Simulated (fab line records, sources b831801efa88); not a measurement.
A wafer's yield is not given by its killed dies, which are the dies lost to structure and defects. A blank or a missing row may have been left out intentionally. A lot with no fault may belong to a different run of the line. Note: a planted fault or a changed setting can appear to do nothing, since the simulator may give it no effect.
fab line records / flow gf180mcu
record lots=7 wafers=21 lastDay=30
route steps=602 shown MVPSD@82 VT_IMPLANT@90
lots untouched by any fault: they come from a run of this same line in which no faults occurred
startH: the number of hours between the record's first day and the start of the first shown wafer of the lot / waitH: time in hours since the lot's previous step / " identical to the entry in the row above / L1.1+2: one row covering several wafers at once / - no value, or no start was given / * or withheld: withheld / < > ~ a bound
route shown NAME@n: a module of which the file shows steps, and the number in the route of the first / usual: mean and standard deviation over wafers with no fault / same: alike in all rows / chamber/n: place in a boat / sites: each site's reading / _std_site: the values' standard deviation / _edge_site: the outer-site mean with the inner-site mean subtracted / radiusMm: for every site, how far away it sits from the centre of the wafer / mask NAME#n: copy n / behind: the tool/chamber that last shaped the wafer / hold: reason for holding the lot/hours on hold/outcome of the hold / device: whichever transistor did not switch (one of n, p or np) / end of line: the same wafers' tests at the end of the route / step lacking rows: just its recipe / killed: dies that structure and defects cost at the first sort, which is not the same as the wafer's yield / map: a wafer's dies, marking killed ones x, the rest . and places with no die _
set.NAME: the setting as run; set.NAME@STEP: as run at that earlier step / model.NAME: the simulator's own value behind a step, which no gauge read
lots seen at some steps along the route; tables by step, rows by wafer
services: a tool's chamber out of use, with start hour (startH, from the record's first day; less than 0 if before it), hours out, and reason
## steps
# step GF_MVPSD_EXPOSE_04
# recipe maskId=MVPSD targetCdNm=1000 na=0.6 sourceShape=conventional sigmaOuter=0.6 doseMj=260
# step GF_MVPSD_PEB_05
# recipe tempC=115 timeS=withheld
# step GF_MVPSD_DEVELOP_06
# recipe wallAngleDeg=90 developTimeS=60 devTempC=23
# step GF_MVPSD_OVL_MEAS_07
# usual MVPSD_OVL=1.0/1.7
lot.wafer=L666.1 tool=overlay-01 chamber=- startH=100.90 waitH=- MVPSD_OVL[nm]=-2.6
lot.wafer=L666.4 tool=overlay-01 chamber=- startH=100.90 waitH=- MVPSD_OVL[nm]=-1.2
lot.wafer=L666.6 tool=overlay-01 chamber=- startH=100.90 waitH=- MVPSD_OVL[nm]=-1.8
lot.wafer=L667.1 tool=overlay-02 chamber=- startH=110.91 waitH=- MVPSD_OVL[nm]=0.6
lot.wafer=L667.2 tool=overlay-02 chamber=- startH=110.91 waitH=- MVPSD_OVL[nm]=-2.2
lot.wafer=L667.3 tool=overlay-02 chamber=- startH=110.91 waitH=- MVPSD_OVL[nm]=1.2
lot.wafer=L669.2 tool=overlay-02 chamber=- startH=120.17 waitH=- MVPSD_OVL[nm]=0.7
lot.wafer=L669.4 tool=overlay-02 chamber=- startH=120.17 waitH=- MVPSD_OVL[nm]=-1.5
lot.wafer=L669.6 tool=overlay-02 chamber=- startH=120.17 waitH=- MVPSD_OVL[nm]=-0.8
lot.wafer=L673.4 tool=overlay-02 chamber=- startH=144.33 waitH=- MVPSD_OVL[nm]=4.1
lot.wafer=L673.5 tool=overlay-02 chamber=- startH=144.33 waitH=- MVPSD_OVL[nm]=2.7
lot.wafer=L673.6 tool=overlay-02 chamber=- startH=144.33 waitH=- MVPSD_OVL[nm]=5.4
lot.wafer=L686.2 tool=overlay-01 chamber=- startH=220.65 waitH=- MVPSD_OVL[nm]=1.1
lot.wafer=L686.3 tool=overlay-01 chamber=- startH=220.65 waitH=- MVPSD_OVL[nm]=1.3
lot.wafer=L686.5 tool=overlay-01 chamber=- startH=220.65 waitH=- MVPSD_OVL[nm]=2.0
lot.wafer=L687.3 tool=overlay-02 chamber=- startH=232.62 waitH=- MVPSD_OVL[nm]=0.0
lot.wafer=L687.4 tool=overlay-02 chamber=- startH=232.62 waitH=- MVPSD_OVL[nm]=-1.6
lot.wafer=L687.5 tool=overlay-02 chamber=- startH=232.62 waitH=- MVPSD_OVL[nm]=0.7
lot.wafer=L688.3 tool=overlay-01 chamber=- startH=241.12 waitH=- MVPSD_OVL[nm]=1.2
lot.wafer=L688.5 tool=overlay-01 chamber=- startH=241.12 waitH=- MVPSD_OVL[nm]=-0.2
lot.wafer=L688.6 tool=overlay-01 chamber=- startH=241.12 waitH=- MVPSD_OVL[nm]=0.8
# step GF_MVPSD_IMPLANT_08
# recipe species=B energyKev=170 doseCm2=1.5e+13 tiltDeg=0
# step GF_MVPSD_IMPLANT_09
# recipe species=B energyKev=40 doseCm2=5e+12 tiltDeg=0
# step GF_MVPSD_STRIP_10
# recipe chemistry=O2/N2 powerW=1400 pressureMtorr=1500 platenTempC=250 o2FlowSccm=3000 n2FlowSccm=300 overashFraction=0.5
# usual drypumpMotorCurrentA=6.1/0.36 heaterPowerW=333/31 oesProductAu=0.722/0.0045 stripTimeToEndpointS=36.94/0.1
lot.wafer=L666.1 tool=plasmaAsher-02 chamber=0 startH=101.23 waitH=0.1 drypumpMotorCurrentA=6.5 heaterPowerW=397 oesProductAu=0.721 rfHoursCounterH=46 stripTimeToEndpointS=36.98
lot.wafer=L666.4 tool=plasmaAsher-02 chamber=0 startH=101.23 waitH=0.1 drypumpMotorCurrentA=6.5 heaterPowerW=409 oesProductAu=0.719 rfHoursCounterH=- stripTimeToEndpointS=37.00
lot.wafer=L666.6 tool=plasmaAsher-02 chamber=1 startH=101.23 waitH=0.1 drypumpMotorCurrentA=5.5 heaterPowerW=299 oesProductAu=0.732 rfHoursCounterH=- stripTimeToEndpointS=36.93
lot.wafer=L667.1 tool=plasmaAsher-03 chamber=0 startH=111.25 waitH=0.1 drypumpMotorCurrentA=6.4 heaterPowerW=352 oesProductAu=0.725 rfHoursCounterH=44 stripTimeToEndpointS=37.07
lot.wafer=L667.2 tool=plasmaAsher-03 chamber=1 startH=111.25 waitH=0.1 drypumpMotorCurrentA=5.6 heaterPowerW=357 oesProductAu=0.722 rfHoursCounterH=44 stripTimeToEndpointS=36.94
lot.wafer=L667.3 tool=plasmaAsher-03 chamber=0 startH=111.25 waitH=0.1 drypumpMotorCurrentA=6.4 heaterPowerW=354 oesProductAu=0.726 rfHoursCounterH=- stripTimeToEndpointS=37.09
lot.wafer=L669.2 tool=plasmaAsher-02 chamber=0 startH=120.50 waitH=0.1 drypumpMotorCurrentA=6.5 heaterPowerW=381 oesProductAu=0.734 rfHoursCounterH=0 stripTimeToEndpointS=36.88
lot.wafer=L669.4 tool=plasmaAsher-02 chamber=1 startH=120.50 waitH=0.1 drypumpMotorCurrentA=5.4 heaterPowerW=294 oesProductAu=0.721 rfHoursCounterH=- stripTimeToEndpointS=36.83
lot.wafer=L669.6 tool=plasmaAsher-02 chamber=0 startH=120.50 waitH=0.1 drypumpMotorCurrentA=6.5 heaterPowerW=373 oesProductAu=0.726 rfHoursCounterH=- stripTimeToEndpointS=36.89
lot.wafer=L673.4 tool=plasmaAsher-01 chamber=1 startH=144.68 waitH=0.1 drypumpMotorCurrentA=6.1 heaterPowerW=333 oesProductAu=0.715 rfHoursCounterH=- stripTimeToEndpointS=37.07
lot.wafer=L673.5 tool=plasmaAsher-01 chamber=1 startH=144.68 waitH=0.1 drypumpMotorCurrentA=6.1 heaterPowerW=342 oesProductAu=0.719 rfHoursCounterH=- stripTimeToEndpointS=36.97
lot.wafer=L673.6 tool=plasmaAsher-01 chamber=0 startH=144.68 waitH=0.1 drypumpMotorCurrentA=6.4 heaterPowerW=291 oesProductAu=0.718 rfHoursCounterH=- stripTimeToEndpointS=37.03
lot.wafer=L686.2 tool=plasmaAsher-02 chamber=1 startH=220.98 waitH=0.1 drypumpMotorCurrentA=5.5 heaterPowerW=295 oesProductAu=0.723 rfHoursCounterH=11 stripTimeToEndpointS=37.03
lot.wafer=L686.3 tool=plasmaAsher-02 chamber=1 startH=220.98 waitH=0.1 drypumpMotorCurrentA=5.5 heaterPowerW=296 oesProductAu=0.715 rfHoursCounterH=- stripTimeToEndpointS=37.06
lot.wafer=L686.5 tool=plasmaAsher-02 chamber=1 startH=220.98 waitH=0.1 drypumpMotorCurrentA=5.5 heaterPowerW=304 oesProductAu=0.719 rfHoursCounterH=- stripTimeToEndpointS=37.14
lot.wafer=L687.3 tool=plasmaAsher-02 chamber=0 startH=232.98 waitH=0.1 drypumpMotorCurrentA=6.5 heaterPowerW=378 oesProductAu=0.723 rfHoursCounterH=- stripTimeToEndpointS=36.93
lot.wafer=L687.4 tool=plasmaAsher-02 chamber=1 startH=232.98 waitH=0.1 drypumpMotorCurrentA=5.4 heaterPowerW=301 oesProductAu=0.722 rfHoursCounterH=- stripTimeToEndpointS=36.87
lot.wafer=L687.5 tool=plasmaAsher-02 chamber=1 startH=232.98 waitH=0.1 drypumpMotorCurrentA=5.5 heaterPowerW=307 oesProductAu=0.721 rfHoursCounterH=- stripTimeToEndpointS=36.88
lot.wafer=L688.3 tool=plasmaAsher-01 chamber=1 startH=241.48 waitH=0.1 drypumpMotorCurrentA=6.1 heaterPowerW=328 oesProductAu=0.725 rfHoursCounterH=- stripTimeToEndpointS=36.96
lot.wafer=L688.5 tool=plasmaAsher-01 chamber=0 startH=241.48 waitH=0.1 drypumpMotorCurrentA=6.4 heaterPowerW=301 oesProductAu=0.729 rfHoursCounterH=- stripTimeToEndpointS=36.84
lot.wafer=L688.6 tool=plasmaAsher-01 chamber=1 startH=241.48 waitH=0.1 drypumpMotorCurrentA=6.1 heaterPowerW=334 oesProductAu=0.728 rfHoursCounterH=- stripTimeToEndpointS=36.86
# step GF_MVPSD_TW_MEAS_11
# usual MVPSD_TW=553/3.6
lot.wafer=L666.1 tool=filmMetro-04 chamber=- startH=101.33 waitH=0.1 MVPSD_TW=548
lot.wafer=L666.4 tool=filmMetro-04 chamber=- startH=101.33 waitH=0.1 MVPSD_TW=546
lot.wafer=L666.6 tool=filmMetro-04 chamber=- startH=101.33 waitH=0.1 MVPSD_TW=547
lot.wafer=L667.1 tool=filmMetro-03 chamber=- startH=111.35 waitH=0.1 MVPSD_TW=557
lot.wafer=L667.2 tool=filmMetro-03 chamber=- startH=111.35 waitH=0.1 MVPSD_TW=554
lot.wafer=L667.3 tool=filmMetro-03 chamber=- startH=111.35 waitH=0.1 MVPSD_TW=559
lot.wafer=L669.2 tool=filmMetro-01 chamber=- startH=120.61 waitH=0.1 MVPSD_TW=551
lot.wafer=L669.4 tool=filmMetro-01 chamber=- startH=120.61 waitH=0.1 MVPSD_TW=548
lot.wafer=L669.6 tool=filmMetro-01 chamber=- startH=120.61 waitH=0.1 MVPSD_TW=552
lot.wafer=L673.4 tool=filmMetro-03 chamber=- startH=144.78 waitH=0.1 MVPSD_TW=555
lot.wafer=L673.5 tool=filmMetro-03 chamber=- startH=144.78 waitH=0.1 MVPSD_TW=557
lot.wafer=L673.6 tool=filmMetro-03 chamber=- startH=144.78 waitH=0.1 MVPSD_TW=559
lot.wafer=L686.2 tool=filmMetro-03 chamber=- startH=221.09 waitH=0.1 MVPSD_TW=556
lot.wafer=L686.3 tool=filmMetro-03 chamber=- startH=221.09 waitH=0.1 MVPSD_TW=555
lot.wafer=L686.5 tool=filmMetro-03 chamber=- startH=221.09 waitH=0.1 MVPSD_TW=556
lot.wafer=L687.3 tool=filmMetro-01 chamber=- startH=233.07 waitH=0.1 MVPSD_TW=557
lot.wafer=L687.4 tool=filmMetro-01 chamber=- startH=233.07 waitH=0.1 MVPSD_TW=557
lot.wafer=L687.5 tool=filmMetro-01 chamber=- startH=233.07 waitH=0.1 MVPSD_TW=560
lot.wafer=L688.3 tool=filmMetro-01 chamber=- startH=241.56 waitH=0.1 MVPSD_TW=552
lot.wafer=L688.5 tool=filmMetro-01 chamber=- startH=241.56 waitH=0.1 MVPSD_TW=552
lot.wafer=L688.6 tool=filmMetro-01 chamber=- startH=241.56 waitH=0.1 MVPSD_TW=553
# step GF_VT_IMPLANT_DEHYDRATE_00
# recipe tempC=200 timeS=60
# step GF_VT_IMPLANT_HMDS_01
# recipe primeTimeS=60 primeTempC=120
# step GF_VT_IMPLANT_COAT_02
# recipe resist=NOVOLAK spinRpm=3000 resistThkNm=1000
# step GF_VT_IMPLANT_SOFTBAKE_03
# recipe tempC=90 timeS=60 resist=NOVOLAK
# step GF_VT_IMPLANT_EXPOSE_04
# recipe maskId=LVPWELL_LV_AREA targetCdNm=600 na=0.6 sourceShape=conventional sigmaOuter=0.6 doseMj=140
# usual exposureDoseMJCm2=139.99/0.14 focusOffsetNm=-0.1/0.52 reticleTempC=22.98/0.11
lot.wafer=L666.1 tool=ilineStepper-02 chamber=0 startH=108.43 waitH=- mask=LVPWELL_LV_AREA#0 exposureDoseMJCm2=139.73 focusOffsetNm=-0.4 reticleTempC=23.06
lot.wafer=L666.4 tool=ilineStepper-02 chamber=0 startH=108.43 waitH=- mask=LVPWELL_LV_AREA#0 exposureDoseMJCm2=139.91 focusOffsetNm=-1.3 reticleTempC=23.11
lot.wafer=L666.6 tool=ilineStepper-02 chamber=0 startH=108.43 waitH=- mask=LVPWELL_LV_AREA#0 exposureDoseMJCm2=139.82 focusOffsetNm=0.6 reticleTempC=23.08
lot.wafer=L667.1 tool=ilineStepper-01 chamber=0 startH=118.73 waitH=- mask=LVPWELL_LV_AREA#0 exposureDoseMJCm2=139.76 focusOffsetNm=0.6 reticleTempC=22.93
lot.wafer=L667.2 tool=ilineStepper-01 chamber=0 startH=118.73 waitH=- mask=LVPWELL_LV_AREA#0 exposureDoseMJCm2=139.98 focusOffsetNm=-0.7 reticleTempC=23.03
lot.wafer=L667.3 tool=ilineStepper-01 chamber=0 startH=118.73 waitH=- mask=LVPWELL_LV_AREA#0 exposureDoseMJCm2=139.95 focusOffsetNm=-0.3 reticleTempC=22.92
lot.wafer=L669.2 tool=ilineStepper-02 chamber=0 startH=128.06 waitH=- mask=LVPWELL_LV_AREA#0 exposureDoseMJCm2=140.05 focusOffsetNm=0.4 reticleTempC=22.90
lot.wafer=L669.4 tool=ilineStepper-02 chamber=0 startH=128.06 waitH=- mask=LVPWELL_LV_AREA#0 exposureDoseMJCm2=139.84 focusOffsetNm=0.2 reticleTempC=22.99
lot.wafer=L669.6 tool=ilineStepper-02 chamber=0 startH=128.06 waitH=- mask=LVPWELL_LV_AREA#0 exposureDoseMJCm2=139.98 focusOffsetNm=-0.2 reticleTempC=23.01
lot.wafer=L673.4 tool=ilineStepper-02 chamber=0 startH=152.83 waitH=- mask=LVPWELL_LV_AREA#0 exposureDoseMJCm2=139.99 focusOffsetNm=0.8 reticleTempC=23.09
lot.wafer=L673.5 tool=ilineStepper-02 chamber=0 startH=152.83 waitH=- mask=LVPWELL_LV_AREA#0 exposureDoseMJCm2=139.88 focusOffsetNm=0.0 reticleTempC=23.10
lot.wafer=L673.6 tool=ilineStepper-02 chamber=0 startH=152.83 waitH=- mask=LVPWELL_LV_AREA#0 exposureDoseMJCm2=139.95 focusOffsetNm=0.9 reticleTempC=22.99
lot.wafer=L686.2 tool=ilineStepper-02 chamber=- startH=229.31 waitH=- mask=LVPWELL_LV_AREA#0 exposureDoseMJCm2=- focusOffsetNm=- reticleTempC=-
lot.wafer=L686.3 tool=ilineStepper-02 chamber=- startH=229.31 waitH=- mask=LVPWELL_LV_AREA#0 exposureDoseMJCm2=- focusOffsetNm=- reticleTempC=-
lot.wafer=L686.5 tool=ilineStepper-02 chamber=- startH=229.31 waitH=- mask=LVPWELL_LV_AREA#0 exposureDoseMJCm2=- focusOffsetNm=- reticleTempC=-
lot.wafer=L687.3 tool=ilineStepper-02 chamber=- startH=241.69 waitH=- mask=LVPWELL_LV_AREA#0 exposureDoseMJCm2=- focusOffsetNm=- reticleTempC=-
lot.wafer=L687.4 tool=ilineStepper-02 chamber=- startH=241.69 waitH=- mask=LVPWELL_LV_AREA#0 exposureDoseMJCm2=- focusOffsetNm=- reticleTempC=-
lot.wafer=L687.5 tool=ilineStepper-02 chamber=- startH=241.69 waitH=- mask=LVPWELL_LV_AREA#0 exposureDoseMJCm2=- focusOffsetNm=- reticleTempC=-
lot.wafer=L688.3 tool=ilineStepper-01 chamber=- startH=250.97 waitH=- mask=LVPWELL_LV_AREA#0 exposureDoseMJCm2=- focusOffsetNm=- reticleTempC=-
lot.wafer=L688.5 tool=ilineStepper-01 chamber=- startH=250.97 waitH=- mask=LVPWELL_LV_AREA#0 exposureDoseMJCm2=- focusOffsetNm=- reticleTempC=-
lot.wafer=L688.6 tool=ilineStepper-01 chamber=- startH=250.97 waitH=- mask=LVPWELL_LV_AREA#0 exposureDoseMJCm2=- focusOffsetNm=- reticleTempC=-
# step GF_VT_IMPLANT_PEB_05
# recipe tempC=withheld timeS=* resist=NOVOLAK
## services
tool=plasmaAsher-02 chamber=- startH=108.75 hours=9.0 kind=pm
tool=plasmaAsher-02 chamber=0 startH=108.75 hours=9.0 kind=ventCycle
tool=plasmaAsher-02 chamber=1 startH=108.75 hours=9.0 kind=ventCycle
tool=ilineStepper-01 chamber=- startH=109.52 hours=1.7 kind=pm
tool=plasmaAsher-02 chamber=0 startH=117.75 hours=- kind=clean
tool=plasmaAsher-02 chamber=1 startH=117.75 hours=- kind=clean
tool=ilineStepper-02 chamber=- startH=131.49 hours=1.7 kind=pm
tool=plasmaAsher-03 chamber=- startH=228.10 hours=5.1 kind=pm
## key
firstSign step=GF_VT_IMPLANT_EXPOSE_04 reading=toolRecord direction=missing
effect none on later readings
metAt GF_VT_IMPLANT_EXPOSE_04
struckWafers L686.2,L686.3,L686.5,L687.3,L687.4,L687.5,L688.3,L688.5,L688.6
laterRowsLeftOut L686.2,L686.3,L686.5,L687.3,L687.4,L687.5,L688.3,L688.5,L688.6
sortLeftOut L686.2,L686.3,L686.5,L687.3,L687.4,L687.5,L688.3,L688.5,L688.6
testerLeftOut L686,L687,L688
onsetBetween 152.83 229.31
fault kind=skippedStepWhole tool=ilineStepper-01,ilineStepper-02 chamber=- onsetH=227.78 steps=GF_VT_IMPLANT_EXPOSE_04 scope=struckLotsOnly
# testerLeftOut: of these lots the tester's yield and bins aren't shown, on N5 and GAA mostly nor the transistor test; their killed dies are dies lost to structure and defects alone, not to doping, threshold or leakage, so they don't give the yield
# sortLeftOut: the simulated sort isn't trusted on such a fault, so these wafers' sort isn't shown, and their yield isn't known
# laterRowsLeftOut: the simulator's readings of these wafers behind a module that went badly wrong aren't trusted and aren't shown, but for the sort
